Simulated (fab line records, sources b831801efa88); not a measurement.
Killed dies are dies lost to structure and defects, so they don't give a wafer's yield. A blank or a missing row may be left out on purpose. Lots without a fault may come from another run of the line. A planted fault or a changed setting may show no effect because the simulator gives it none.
Which tool did it? | flow sky130 | 7 lots, 21 wafers sampled, at 1 step of a route of 708

WHAT THE GAUGES READ, wafer by wafer
SKY_LOCAL_INTERCONNECT_OVL_MEAS_12.
lot  | measured     | on         | LOCAL_INTERCONNECT_OVL (nm)
L888 | day 31 19:53 | overlay-02 | 1 -3 -5
L890 | day 32 05:26 | overlay-01 | 5 7 -1
L893 | day 33 15:22 | overlay-01 | 0 -1 -3
L898 | day 34 19:44 | overlay-02 | -1 -1 2
L902 | day 36 21:27 | overlay-02 | 2 2 -2
L907 | day 37 21:47 | overlay-02 | 4 -7 -6
L905 | day 38 00:17 | overlay-01 | 4 -3 -5

WHICH TOOL RAN EACH LOT (tool, then ch and the chambers of the sampled wafers, then the start)
The record holds no process step before these readings.

THE ANSWER, worked out from the rows above alone
Rule: what is usual is taken from the lots themselves. Put in order of their means at a reading, lots are off if they are a third of the lots or fewer, leave a main group of 4 or more, and stand apart from it by a gap of 3 or more times the standard deviation of the main group's means; of several such gaps the widest counts. A main group whose means are all the same, to the digits that the tables above print for the reading, isn't used. A lot without any number at a reading at which 4 lots or more have one is off too. The other lots that the step has rows for count as sound.
No lot is off at any reading shown: from this, nothing can be told.

WHAT THE SIMULATOR HAD PUT IN
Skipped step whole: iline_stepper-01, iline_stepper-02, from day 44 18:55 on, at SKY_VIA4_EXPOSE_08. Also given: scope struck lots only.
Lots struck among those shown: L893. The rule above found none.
